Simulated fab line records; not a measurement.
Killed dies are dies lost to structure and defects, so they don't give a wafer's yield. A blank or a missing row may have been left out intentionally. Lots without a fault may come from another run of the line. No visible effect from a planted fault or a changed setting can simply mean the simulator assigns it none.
Matching of chambers :: flow gf180mcu :: GF_SAB_CVD_00 on pecvd-03 has 3 sister chambers
The step deposits SiO2 from TEOS, target thk 50 nm, time 4.9302 s. 14 wafers are shown with their chamber, then 7 later ones without.

## WAFERS, EACH WITH ITS CHAMBER
wafer: L407.1
chamber: 1
heater-power-w (W): 637

wafer: L407.4
chamber: 0
heater-power-w (W): 550

wafer: L407.5
chamber: 1
heater-power-w (W): 661

wafer: L409.1
chamber: 0
heater-power-w (W): 609

wafer: L409.3
chamber: 1
heater-power-w (W): 723

wafer: L409.6
chamber: 2
heater-power-w (W): 549

wafer: L412.2
chamber: 2
heater-power-w (W): 590

wafer: L412.3
chamber: 1
heater-power-w (W): 714

wafer: L412.5
chamber: 0
heater-power-w (W): 643

wafer: L413.3
chamber: 0
heater-power-w (W): 668

wafer: L413.5
chamber: 0
heater-power-w (W): 633

wafer: L413.6
chamber: 1
heater-power-w (W): 667

wafer: L417.1
chamber: 0
heater-power-w (W): 671

wafer: L417.3
chamber: 2
heater-power-w (W): 617

SIGNATURES (averages over the wafers above)
reading: heater-power-w
chamber 0: 629.00
chamber 1: 680.40
chamber 2: 585.33
scatter within a chamber: 40.3
Rule: a wafer lies at a distance from a chamber equal to the root of the sum of squares, over the readings, of (its reading less the chamber's mean, divided by the reading's scatter). The wafer belongs to the nearest chamber; if the next one is less than 2 further off, it can't be placed. The scatter is the square root of a quotient: the sum, over the shown wafers, of each reading's squared deviation from its chamber's mean, divided by wafers minus chambers.

## WAFERS WITH NO CHAMBER GIVEN
wafer: L417.5
heater-power-w (W): 637

wafer: L418.1
heater-power-w (W): 629

wafer: L418.2
heater-power-w (W): 636

wafer: L418.5
heater-power-w (W): 637

wafer: L428.3
heater-power-w (W): 735

wafer: L428.5
heater-power-w (W): 657

wafer: L428.6
heater-power-w (W): 587

## EACH ONE'S CHAMBER
wafer: L417.5
from the rows above: can't be placed: 0 or 1 or 2
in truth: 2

wafer: L418.1
from the rows above: can't be placed: 0 or 2 or 1
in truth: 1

wafer: L418.2
from the rows above: can't be placed: 0 or 1 or 2
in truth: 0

wafer: L418.5
from the rows above: can't be placed: 0 or 1 or 2
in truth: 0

wafer: L428.3
from the rows above: can't be placed: 1 or 0
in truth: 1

wafer: L428.5
from the rows above: can't be placed: 1 or 0 or 2
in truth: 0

wafer: L428.6
from the rows above: can't be placed: 2 or 0
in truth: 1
Placed correctly: 0 of 7. From these rows, 7 cannot be placed; in 6 the true chamber is one of the candidates. Number placed wrongly: 0.
